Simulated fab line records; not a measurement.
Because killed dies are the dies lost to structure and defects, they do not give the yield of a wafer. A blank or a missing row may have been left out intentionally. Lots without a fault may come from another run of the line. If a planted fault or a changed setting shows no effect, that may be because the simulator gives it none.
fab line records + flow sky130
record
- lots=11
- wafers=33
- last_day=50
route steps=708 shown VT_ADJUST_PCH@150 SONOS_ONO@168 POLY_CUT@318 RES_XHIGH@341
lots that met no fault: taken from a fault-free run of the same line
start_h: hours from the record's first day to the start of the lot's first wafer shown + wait_h: hours from the lot's prior step to this one + " same as the row above + L1.1+2: several wafers, shown together as one row + - no value, or no start was given + * or withheld: withheld + < > ~ a bound
route shown NAME@n: names a module that has steps shown in the file, with the first one's number in the route + usual: the fault-free wafers' mean and standard deviation + same: alike in all rows + chamber/n: place in a boat + sites: each site's reading + _std_site: the values' standard deviation + _edge_site: inner sites' mean taken away from outer sites' mean + radius_mm: for every site, how far away it sits from the centre of the wafer + mask NAME#n: copy n + behind: the most recent tool/chamber to have shaped the wafer + hold: why the lot went on hold/how many hours it stayed there/how the hold came to an end + device: the transistor (n, p or np) that didn't switch + end of line: the same wafers' tests at the end of the route + for a step that has no rows: nothing shown but its recipe + killed: count of dies lost to structure and defects at first sort (not the wafer's yield) + map: dies across one wafer; x = killed, . = not, _ = none there
set.NAME: setting as actually run; set.NAME@STEP: the setting as run at that earlier step + model.NAME: the simulator's own value behind a step, which no gauge read
a sample of lots followed through the steps of the route, with each step as a table and each wafer as a row
services: the hour from which a tool's chamber was out of use, counted from the record's first day as start_h (under 0 if before that day), plus the number of hours and why
## steps
# step SKY_VT_ADJUST_PCH_OVL_MEAS_07
# usual
- VT_ADJUST_PCH_OVL=0.5/1.6
| lot.wafer | tool       | chamber | start_h | wait_h | VT_ADJUST_PCH_OVL[nm] |
|-----------|------------|---------|---------|--------|-----------------------|
| L346.2    | overlay-01 | -       | 221.08  | -      | 0.8                   |
| L346.5    | "          | -       | "       | "      | 0.2                   |
| L346.6    | "          | -       | "       | "      | 1.1                   |
| L347.2    | overlay-01 | -       | 228.08  | -      | 4.4                   |
| L347.4    | "          | -       | "       | "      | 2.5                   |
| L347.6    | "          | -       | "       | "      | 4.4                   |
| L353.2    | overlay-02 | -       | 277.75  | -      | 1.6                   |
| L353.5    | "          | -       | "       | "      | 0.1                   |
| L353.6    | "          | -       | "       | "      | 1.4                   |
| L355.2    | overlay-01 | -       | 295.58  | -      | 0.5                   |
| L355.3    | "          | -       | "       | "      | -0.8                  |
| L355.5    | "          | -       | "       | "      | -0.8                  |
| L357.1    | overlay-02 | -       | 306.05  | -      | -1.8                  |
| L357.2    | "          | -       | "       | "      | -0.6                  |
| L357.4    | "          | -       | "       | "      | 0.0                   |
| L358.1    | overlay-02 | -       | 314.27  | -      | -1.3                  |
| L358.2    | "          | -       | "       | "      | -0.2                  |
| L358.4    | "          | -       | "       | "      | 0.6                   |
| L360.1    | overlay-01 | -       | 325.95  | -      | -2.1                  |
| L360.3    | "          | -       | "       | "      | -0.9                  |
| L360.5    | "          | -       | "       | "      | -0.8                  |
| L364.3    | overlay-02 | -       | 356.43  | -      | 2.0                   |
| L364.5    | "          | -       | "       | "      | 2.2                   |
| L364.6    | "          | -       | "       | "      | 1.0                   |
| L365.1    | overlay-01 | -       | 377.85  | -      | 0.6                   |
| L365.4    | "          | -       | "       | "      | 0.6                   |
| L365.5    | "          | -       | "       | "      | 2.3                   |
| L368.2    | overlay-01 | -       | 399.48  | -      | 1.5                   |
| L368.5    | "          | -       | "       | "      | -0.1                  |
| L368.6    | "          | -       | "       | "      | 1.2                   |
| L369.1    | overlay-01 | -       | 400.04  | -      | -1.3                  |
| L369.4    | "          | -       | "       | "      | -0.7                  |
| L369.5    | "          | -       | "       | "      | 0.2                   |
# step SKY_SONOS_ONO_OXIDATION_00
# recipe
- temp_c=800
- ambient=O2
- idle_temp_c=700
- ramp_up_c_per_min=10
- ramp_down_c_per_min=3
- stabilise_s=600
- purge_s=300
- target_thk_a=26
- ox_time_s=1249
# usual
- spike_tc_centre_C=802.0/1.2
- spike_tc_lower_C=800.0/1
- spike_tc_top_C=810.1/1
- spike_tc_upper_C=801.0/1
- tube_center_temp_C=800/0.073
- tube_center_temp_C_max=802.1/0.37
- zone_power_centre_pct=14.44/0.29
- zone_power_top_pct=30.5/0.47
- zone_power_upper_pct=12.89/0.14
| lot.wafer | tool       | chamber | start_h | wait_h | spike_tc_centre_C | spike_tc_lower_C | spike_tc_top_C | spike_tc_upper_C | tube_center_temp_C | tube_center_temp_C_max | zone_power_centre_pct | zone_power_top_pct | zone_power_upper_pct |
|-----------|------------|---------|---------|--------|-------------------|------------------|----------------|------------------|--------------------|------------------------|-----------------------|--------------------|----------------------|
| L346.2    | furnace-02 | 0       | 244.89  | 1.1    | 801.5             | 798.3            | 810.8          | 800.4            | 800.16             | 802.5                  | 14.96                 | 30.9               | 13.12                |
| L346.5    | "          | 0       | "       | "      | 803.5             | 799.1            | 812.1          | 799.5            | 799.89             | 801.8                  | 14.61                 | 30.3               | 12.86                |
| L346.6    | "          | 0       | "       | "      | 802.0             | 799.6            | 810.9          | 801.5            | 800.08             | 802.2                  | 14.47                 | 29.8               | 12.73                |
| L347.2    | furnace-02 | 0       | 251.90  | 1.1    | 803.8             | 800.3            | 809.1          | 800.5            | 800.08             | 802.0                  | 14.61                 | 30.2               | 13.04                |
| L347.4    | "          | 0       | "       | "      | 802.8             | 799.7            | 809.5          | 799.2            | 799.98             | 802.0                  | 14.65                 | 30.5               | 12.75                |
| L347.6    | "          | 0       | "       | "      | 805.4             | 799.0            | 810.5          | 802.7            | 800.06             | 803.0                  | 14.62                 | 30.3               | 12.85                |
| L353.2    | furnace-02 | 0       | 303.37  | 0.0    | 802.9             | 800.8            | 808.6          | 801.5            | 799.98             | 801.7                  | 14.79                 | 29.7               | 13.10                |
| L353.5    | "          | 0       | "       | "      | 801.9             | 801.4            | 811.4          | 803.1            | 800.06             | 802.3                  | 14.68                 | 29.3               | 12.92                |
| L353.6    | "          | 0       | "       | "      | 801.9             | 802.4            | 809.5          | 802.1            | 799.91             | 801.5                  | 15.02                 | 30.3               | 12.86                |
| L355.2    | furnace-01 | 0       | 323.36  | 1.1    | 800.9             | 800.6            | 809.0          | 800.1            | 800.05             | 802.9                  | 14.21                 | 31.2               | 12.91                |
| L355.3    | "          | 0       | "       | "      | 800.8             | 800.8            | 809.2          | 802.2            | 800.01             | 802.4                  | 14.11                 | 30.1               | 12.93                |
| L355.5    | "          | 0       | "       | "      | 801.4             | 796.7            | 809.8          | 800.9            | 800.05             | 801.9                  | 14.23                 | 31.3               | 12.61                |
| L357.1    | furnace-01 | 0       | 335.32  | 2.5    | 805.8             | 803.7            | 814.2          | 806.2            | 803.8              | 806.7                  | 14.27                 | 31.0               | 13.18                |
| L357.2    | "          | 0       | "       | "      | 806.2             | 804.8            | 813.6          | 803.8            | 803.82             | 805.2                  | 14.49                 | 31.4               | 12.81                |
| L357.4    | "          | 0       | "       | "      | 805.6             | 802.9            | 814.1          | 804.5            | 803.92             | 806.0                  | 14.31                 | 31.3               | 12.84                |
| L358.1    | furnace-01 | 0       | 342.68  | 0.6    | 804.7             | 803.5            | 814.8          | 804.6            | 803.62             | 805.6                  | 14.27                 | 30.3               | 12.73                |
| L358.2    | "          | 0       | "       | "      | 804.0             | 803.0            | 813.5          | 802.0            | 803.81             | 805.9                  | 14.30                 | 31.6               | 12.91                |
| L358.4    | "          | 0       | "       | "      | 805.5             | 804.4            | 813.3          | 802.9            | 803.84             | 805.4                  | 14.24                 | 31.3               | 12.97                |
| L360.1    | furnace-01 | 0       | 354.43  | 0.7    | 804.4             | 804.6            | 812.6          | 804.5            | 803.85             | 805.7                  | 14.49                 | 31.2               | 12.82                |
| L360.3    | "          | 0       | "       | "      | 807.3             | 803.0            | 813.1          | 807.2            | 803.74             | 805.5                  | 14.26                 | 31.1               | 12.92                |
| L360.5    | "          | 0       | "       | "      | 804.2             | 804.2            | 814.2          | 806.6            | 803.79             | 805.8                  | 14.61                 | 30.9               | 12.97                |
| L364.3    | furnace-02 | 0       | 386.31  | 0.3    | 801.8             | 798.5            | 810.7          | 801.2            | 799.92             | 802.0                  | 14.73                 | 30.6               | 13.01                |
| L364.5    | "          | 0       | "       | "      | 803.5             | 800.6            | 810.5          | 800.2            | 800.04             | 802.2                  | 14.77                 | 29.9               | 13.02                |
| L364.6    | "          | 0       | "       | "      | 803.6             | 798.6            | 810.8          | 802.1            | 799.91             | 801.6                  | 14.56                 | 30.5               | 12.86                |
| L365.1    | furnace-02 | 0       | 409.67  | 1.3    | 803.1             | 798.7            | 809.0          | 802.5            | 800.02             | 802.1                  | 14.90                 | 30.7               | 12.60                |
| L365.4    | "          | 0       | "       | "      | 801.8             | 800.9            | 811.5          | 801.1            | 800                | 802.2                  | 14.69                 | 30.5               | 12.99                |
| L365.5    | "          | 0       | "       | "      | 802.2             | 799.3            | 809.6          | 801.8            | 800                | 802.0                  | 14.70                 | 29.7               | 13.12                |
| L368.2    | furnace-01 | 0       | 431.82  | 0.9    | 802.0             | 799.9            | 810.5          | 801.9            | 799.96             | 801.8                  | 14.01                 | 31.0               | 12.75                |
| L368.5    | "          | 0       | "       | "      | 800.6             | 798.9            | 809.3          | 798.6            | 800.02             | 801.8                  | 14.24                 | 30.8               | 12.70                |
| L368.6    | "          | 0       | "       | "      | 800.1             | 800.9            | 811.3          | 800.0            | 800.01             | 801.5                  | 13.98                 | 31.2               | 12.76                |
| L369.1    | furnace-01 | 0       | 431.82  | 0.5    | 801.7             | 800.2            | 809.6          | 800.0            | 799.96             | 802.3                  | 13.87                 | 31.3               | 12.84                |
| L369.4    | "          | 0       | "       | "      | 801.1             | 800.0            | 810.2          | 799.5            | 799.97             | 801.8                  | 14.00                 | 30.6               | 12.95                |
| L369.5    | "          | 0       | "       | "      | 801.6             | 798.2            | 807.9          | 801.3            | 800.02             | 802.7                  | 14.29                 | 30.5               | 12.60                |
# step SKY_SONOS_ONO_THK_MEAS_01
# recipe
- reads=SiO2_of_SONOS_ONO_OXIDATION_00
# usual
- SONOS_ONO_OXIDATION_THK=2.59/0.054
| lot.wafer | tool          | chamber | start_h | wait_h | SONOS_ONO_OXIDATION_THK[nm] |
|-----------|---------------|---------|---------|--------|-----------------------------|
| L346.2    | film_metro-03 | -       | 246.24  | 0.0    | 2.69                        |
| L346.5    | "             | -       | "       | "      | 2.66                        |
| L346.6    | "             | -       | "       | "      | 2.59                        |
| L347.2    | film_metro-01 | -       | 253.25  | 0.0    | 2.61                        |
| L347.4    | "             | -       | "       | "      | 2.66                        |
| L347.6    | "             | -       | "       | "      | 2.64                        |
| L353.2    | film_metro-03 | -       | 304.73  | 0.0    | 2.50                        |
| L353.5    | "             | -       | "       | "      | 2.53                        |
| L353.6    | "             | -       | "       | "      | 2.55                        |
| L355.2    | film_metro-04 | -       | 324.72  | 0.0    | 2.54                        |
| L355.3    | "             | -       | "       | "      | 2.53                        |
| L355.5    | "             | -       | "       | "      | 2.58                        |
| L357.1    | film_metro-03 | -       | 336.67  | 0.0    | 2.76                        |
| L357.2    | "             | -       | "       | "      | 2.74                        |
| L357.4    | "             | -       | "       | "      | 2.81                        |
| L358.1    | film_metro-03 | -       | 344.02  | 0.0    | 2.77                        |
| L358.2    | "             | -       | "       | "      | 2.74                        |
| L358.4    | "             | -       | "       | "      | 2.75                        |
| L360.1    | film_metro-04 | -       | 355.78  | 0.0    | 2.74                        |
| L360.3    | "             | -       | "       | "      | 2.72                        |
| L360.5    | "             | -       | "       | "      | 2.75                        |
| L364.3    | film_metro-01 | -       | 387.67  | 0.0    | 2.56                        |
| L364.5    | "             | -       | "       | "      | 2.55                        |
| L364.6    | "             | -       | "       | "      | 2.61                        |
| L365.1    | film_metro-04 | -       | 411.02  | 0.0    | 2.54                        |
| L365.4    | "             | -       | "       | "      | 2.60                        |
| L365.5    | "             | -       | "       | "      | 2.59                        |
| L368.2    | film_metro-03 | -       | 433.17  | 0.0    | 2.58                        |
| L368.5    | "             | -       | "       | "      | 2.59                        |
| L368.6    | "             | -       | "       | "      | 2.56                        |
| L369.1    | film_metro-03 | -       | 433.22  | 0.1    | 2.58                        |
| L369.4    | "             | -       | "       | "      | 2.63                        |
| L369.5    | "             | -       | "       | "      | 2.61                        |
# step SKY_POLY_CUT_ETCH_11
# recipe
- target=Si3N4
- chemistry=CF4/CH2F2/Ar
- stop_on=poly-Si
- source_w=600
- bias_w=150
- pressure_mtorr=40
- cf4_flow_sccm=40
- ch2f2_flow_sccm=20
- Ar_flow_sccm=150
- time_s=42.5
- target_depth_a=600
# usual
- drypump_motor_current_A=5.8/0.42
- oes_product_au=0.831/0.0058
- throttle_valve_pct=14.994/0.0091
| lot.wafer | tool        | chamber | start_h | wait_h | drypump_motor_current_A | oes_product_au | rf_hours_counter_h | throttle_valve_pct |
|-----------|-------------|---------|---------|--------|-------------------------|----------------|--------------------|--------------------|
| L346.2    | rie_diel-02 | 2       | 547.22  | 0.0    | 6.5                     | 0.824          | 7                  | 15.001             |
| L346.5    | "           | 1       | "       | "      | 5.6                     | 0.825          | -                  | 14.976             |
| L346.6    | "           | 0       | "       | "      | 5.5                     | 0.827          | -                  | 15.010             |
| L347.2    | rie_diel-02 | 0       | 556.50  | 0.0    | 5.5                     | 0.836          | 17                 | 14.993             |
| L347.4    | "           | 1       | "       | "      | 5.5                     | 0.835          | 9                  | 14.999             |
| L347.6    | "           | 0       | "       | "      | 5.5                     | 0.823          | -                  | 14.989             |
| L353.2    | rie_diel-04 | 3       | 621.01  | 0.0    | 5.8                     | 0.836          | 6                  | 14.986             |
| L353.5    | "           | 0       | "       | "      | 6.3                     | 0.831          | -                  | 14.996             |
| L353.6    | "           | 3       | "       | "      | 5.8                     | 0.834          | -                  | 15.002             |
| L355.2    | rie_diel-04 | 1       | 638.27  | 0.0    | 4.7                     | 0.836          | 10                 | 15.002             |
| L355.3    | "           | 2       | "       | "      | 6.2                     | 0.831          | 50                 | 14.996             |
| L355.5    | "           | 3       | "       | "      | 5.8                     | 0.831          | -                  | 14.980             |
| L357.1    | rie_diel-03 | 0       | 657.02  | 0.0    | 6.0                     | 0.828          | 57                 | 14.978             |
| L357.2    | "           | 3       | "       | "      | 5.8                     | 0.822          | 9                  | 14.994             |
| L357.4    | "           | 2       | "       | "      | 5.7                     | 0.837          | 1                  | 14.989             |
| L358.1    | rie_diel-03 | 2       | 661.35  | 0.0    | 5.7                     | 0.831          | 1                  | 14.982             |
| L358.2    | "           | 1       | "       | "      | 5.5                     | 0.838          | 3                  | 14.979             |
| L358.4    | "           | 0       | "       | "      | 6.0                     | 0.830          | 57                 | 14.989             |
| L360.1    | rie_diel-03 | 1       | 669.80  | 0.0    | 5.5                     | 0.820          | 4                  | 14.982             |
| L360.3    | "           | 3       | "       | "      | 5.8                     | 0.826          | 10                 | 14.978             |
| L360.5    | "           | 2       | "       | "      | 5.7                     | 0.828          | -                  | 14.993             |
| L364.3    | rie_diel-04 | 2       | 700.77  | 0.0    | 6.2                     | 0.836          | 51                 | 15.003             |
| L364.5    | "           | 3       | "       | "      | 5.8                     | 0.836          | -                  | 14.995             |
| L364.6    | "           | 0       | "       | "      | 6.3                     | 0.827          | -                  | 14.996             |
| L365.1    | rie_diel-03 | 2       | 725.61  | 0.0    | 5.7                     | 0.834          | 2                  | 14.986             |
| L365.4    | "           | 3       | "       | "      | 5.8                     | 0.827          | 11                 | 14.982             |
| L365.5    | "           | 2       | "       | "      | 5.7                     | 0.835          | -                  | 14.999             |
| L369.1    | rie_diel-02 | 0       | 746.66  | 0.0    | 5.5                     | 0.828          | 21                 | 15.005             |
| L369.4    | "           | 2       | "       | "      | 6.5                     | 0.836          | 12                 | 14.998             |
| L369.5    | "           | 2       | "       | "      | 6.6                     | 0.834          | -                  | 14.980             |
| L368.2    | rie_diel-04 | 3       | 747.01  | 0.0    | 5.9                     | 0.824          | 9                  | 14.979             |
| L368.5    | "           | 0       | "       | "      | 6.3                     | 0.824          | -                  | 14.978             |
| L368.6    | "           | 1       | "       | "      | 4.7                     | 0.841          | -                  | 14.986             |
# step SKY_RES_XHIGH_TW_MEAS_09
# usual
- RES_XHIGH_TW=1644/20
| lot.wafer | tool          | chamber | start_h | wait_h | RES_XHIGH_TW |
|-----------|---------------|---------|---------|--------|--------------|
| L346.2    | film_metro-04 | -       | 606.45  | 0.1    | 1631         |
| L346.5    | "             | -       | "       | "      | 1636         |
| L346.6    | "             | -       | "       | "      | 1640         |
| L347.2    | film_metro-04 | -       | 615.17  | 0.1    | 1630         |
| L347.4    | "             | -       | "       | "      | 1636         |
| L347.6    | "             | -       | "       | "      | 1638         |
| L353.2    | film_metro-01 | -       | 677.36  | 0.1    | 1664         |
| L353.5    | "             | -       | "       | "      | 1659         |
| L353.6    | "             | -       | "       | "      | 1674         |
| L355.2    | film_metro-02 | -       | 694.51  | 0.1    | 1634         |
| L355.3    | "             | -       | "       | "      | 1640         |
| L355.5    | "             | -       | "       | "      | 1629         |
| L357.1    | film_metro-04 | -       | 713.20  | 0.1    | 1635         |
| L357.2    | "             | -       | "       | "      | 1630         |
| L357.4    | "             | -       | "       | "      | 1632         |
| L358.1    | film_metro-04 | -       | 717.64  | 0.1    | 1625         |
| L358.2    | "             | -       | "       | "      | 1633         |
| L358.4    | "             | -       | "       | "      | 1641         |
| L360.1    | film_metro-01 | -       | 725.09  | 0.1    | 1675         |
| L360.3    | "             | -       | "       | "      | 1676         |
| L360.5    | "             | -       | "       | "      | 1672         |
| L364.3    | film_metro-04 | -       | 754.08  | 0.1    | 1616         |
| L364.5    | "             | -       | "       | "      | 1631         |
| L364.6    | "             | -       | "       | "      | 1631         |
| L365.1    | film_metro-04 | -       | 780.35  | 0.1    | 1638         |
| L365.4    | "             | -       | "       | "      | 1636         |
| L365.5    | "             | -       | "       | "      | 1631         |
| L369.1    | film_metro-02 | -       | 800.30  | 0.1    | 1621         |
| L369.4    | "             | -       | "       | "      | 1621         |
| L369.5    | "             | -       | "       | "      | 1624         |
| L368.2    | film_metro-04 | -       | 800.61  | 0.1    | 1623         |
| L368.5    | "             | -       | "       | "      | 1630         |
| L368.6    | "             | -       | "       | "      | 1641         |
## services
| tool        | chamber | start_h | hours | kind   |
|-------------|---------|---------|-------|--------|
| rie_diel-03 | -       | 232.96  | 15.6  | pm     |
| furnace-01  | -       | 243.80  | 4.1   | pm     |
| rie_diel-03 | 0       | 271.09  | 4.9   | repair |
| rie_diel-03 | 1       | 283.00  | 4.9   | repair |
| rie_diel-03 | 2       | 286.14  | 8.9   | repair |
| furnace-01  | -       | 330.51  | 2.4   | pm     |
| rie_diel-04 | 2       | 365.67  | 6.1   | repair |
| rie_diel-03 | 1       | 378.94  | 8.9   | repair |
| rie_diel-03 | 3       | 383.13  | 14.5  | repair |
| furnace-02  | -       | 403.27  | 1.9   | repair |
| rie_diel-04 | 0       | 410.45  | 20.4  | repair |
| furnace-01  | -       | 411.63  | 3.2   | pm     |
| furnace-02  | -       | 415.08  | 2.8   | pm     |
| rie_diel-04 | 2       | 417.41  | 3.0   | repair |
| rie_diel-03 | 3       | 434.94  | 4.7   | repair |
| rie_diel-04 | -       | 439.09  | 28.1  | pm     |
| furnace-02  | -       | 445.62  | 3.5   | pm     |
| rie_diel-03 | 1       | 463.83  | 9.8   | repair |
| rie_diel-03 | 0       | 483.38  | 3.5   | repair |
| furnace-01  | -       | 579.57  | 3.6   | pm     |
| furnace-01  | -       | 613.40  | 4.0   | pm     |
| furnace-02  | -       | 617.79  | 4.3   | pm     |
| furnace-02  | -       | 694.66  | 4.1   | pm     |
| furnace-02  | -       | 710.06  | 3.6   | repair |
## key
first_sign
- step=SKY_SONOS_ONO_OXIDATION_00
- reading=tube_center_temp_C
- direction=up
- sigmas=47
- usual=*
- struck=*
effect
- step=SKY_SONOS_ONO_OXIDATION_00
- reading=tube_center_temp_C_max
- direction=up
- sigmas=10
- usual=*
- struck=*
effect
- step=SKY_SONOS_ONO_THK_MEAS_01
- reading=SONOS_ONO_OXIDATION_THK
- direction=up
- sigmas=3
- usual=2.59
- struck=2.75
met_at SKY_SONOS_ONO_OXIDATION_00
struck_lots L357,L358,L360
tester_left_out L357,L358,L360
not_acting_at SKY_VT_ADJUST_PCH_OVL_MEAS_07,SKY_POLY_CUT_ETCH_11,SKY_RES_XHIGH_TW_MEAS_09
onset_between 323.36 335.32
fault
- kind=process_parameter_drift
- tool=furnace-01
- chamber=-
- onset_h=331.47
- steps=SKY_SONOS_ONO_OXIDATION_00
- channel=temp_c
- offset=*
- shape=step
- end_h=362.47
- acts_in=*
- stated=*
# tester_left_out: of these lots the tester's yield and bins aren't shown, on N5 and GAA mostly nor the transistor test; their killed dies are dies lost to structure and defects alone, not to doping, threshold or leakage, so they don't give the yield
